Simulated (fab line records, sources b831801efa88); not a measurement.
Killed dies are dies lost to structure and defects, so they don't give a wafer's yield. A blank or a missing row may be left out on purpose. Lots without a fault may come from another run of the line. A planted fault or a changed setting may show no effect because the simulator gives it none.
Which tool did it? | flow sky130 | 11 lots, 33 wafers sampled, at 2 steps of a route of 708

WHAT THE GAUGES READ, wafer by wafer
SKY_VIA4_OVL_MEAS_11. Usual: VIA4_OVL 0.4 nm, standard deviation 1.1.
lot  | measured     | on         | VIA4_OVL (nm)  | flag
L751 | day 42 20:26 | overlay-01 | -0.2 -0.2 0.2  |
L752 | day 43 09:44 | overlay-02 | 1.3 0.2 0.5    |
L753 | day 43 14:38 | overlay-01 | 2.3 2.8 1.6    |
L754 | day 44 01:29 | overlay-01 | -0.8 -0.3 0.4  |
L755 | day 44 14:17 | overlay-01 | -1.5 -1.7 -3.2 |
L756 | day 44 21:49 | overlay-02 | -0.5 0.6 -0.1  |
L757 | day 45 02:24 | overlay-02 | 0.7 0.6 0.1    |
L758 | day 45 01:22 | overlay-02 | 1.8 0.7 1.2    |
L767 | day 47 04:12 | overlay-02 | 1.8 0.0 -1.0   |
L771 | day 48 02:52 | overlay-01 | -1.0 -1.3 -1.0 |
L772 | day 48 08:46 | overlay-02 | 1.5 0.8 0.1    |

WHICH TOOL RAN EACH LOT (tool, then ch and the chambers of the sampled wafers, then the start)
lot  | SKY_POLY_CUT_ETCH_10
L751 | rie_diel-01 ch 0,2,3, day 24 01:59
L752 | rie_diel-02 ch 1,2,3, day 24 18:58
L753 | rie_diel-01 ch 0,3, day 25 03:32
L754 | rie_diel-01 ch 1,2,3, day 25 13:34
L755 | rie_diel-01 ch 0,1,3, day 26 05:08
L756 | rie_diel-03 ch 1,3, day 26 15:04
L757 | rie_diel-01 ch 0,3, day 26 23:26
L758 | rie_diel-03 ch 0,2,3, day 27 01:55
L767 | rie_diel-01 ch 0,1,3, day 29 21:28
L771 | rie_diel-03 ch 0,2, day 31 05:29
L772 | rie_diel-03 ch 0,1, day 31 15:07
- SKY_POLY_CUT_ETCH_10: etches BARC in N2/H2, stops on SiO2, time 45.9 s, target depth 60 nm.

WHAT THE TOOLS THEMSELVES READ (means of the sampled wafers that have a number; where no wafer has one, the mark that the record gives instead)
SKY_POLY_CUT_ETCH_10. Usual: bias_w 100.02 W, standard deviation 0.3; drypump_motor_current_A 5.9 A, standard deviation 0.43; h2_flow_sccm 200.0 sccm, standard deviation 0.59; oes_product_au 0.855 a.u., standard deviation 0.0053; throttle_valve_pct 13.225 %, standard deviation 0.0091.
lot  | tool        | bias_w (W) | drypump_motor_current_A (A) | h2_flow_sccm (sccm) | oes_product_au (a.u.) | throttle_valve_pct (%) | flag
L751 | rie_diel-01 | 100.00     | 6.1                         | 200.1               | 0.857                 | 13.220                 |
L752 | rie_diel-02 | 100.06     | 5.7                         | 200.3               | 0.859                 | 13.231                 |
L753 | rie_diel-01 | 99.86      | 5.9                         | 200.2               | 0.852                 | 13.223                 |
L754 | rie_diel-01 | 99.86      | 6.0                         | 200.0               | 0.858                 | 13.229                 |
L755 | rie_diel-01 | 100.19     | 5.9                         | 200.2               | 0.856                 | 13.218                 |
L756 | rie_diel-03 | 99.68      | 5.3                         | 199.4               | 0.856                 | 13.224                 |
L757 | rie_diel-01 | 99.87      | 6.0                         | 200.1               | 0.849                 | 13.216                 |
L758 | rie_diel-03 | 99.77      | 6.2                         | 199.6               | 0.863                 | 13.222                 |
L767 | rie_diel-01 | 99.75      | 5.9                         | 199.5               | 0.853                 | 13.229                 |
L771 | rie_diel-03 | 100.07     | 6.2                         | 199.4               | 0.857                 | 13.225                 |
L772 | rie_diel-03 | 99.81      | 5.6                         | 199.5               | 0.852                 | 13.234                 |

THE ANSWER, worked out from the rows above alone
Rule: a lot is off if the mean of its wafers that have a number lies more than 3 standard deviations from the usual mean. A lot without any number at a reading at which 4 lots or more have one is off too. The other lots that the step has rows for count as sound. The gauges are gone through in route order, then the tools' own readings, and for those a lot's mean is taken as printed above. The first step at which some lot is off is used, and at that step the reading that is off furthest; a lot without a number counts as furthest.
No lot is off at any reading shown: from this, nothing can be told.

WHAT THE SIMULATOR HAD PUT IN
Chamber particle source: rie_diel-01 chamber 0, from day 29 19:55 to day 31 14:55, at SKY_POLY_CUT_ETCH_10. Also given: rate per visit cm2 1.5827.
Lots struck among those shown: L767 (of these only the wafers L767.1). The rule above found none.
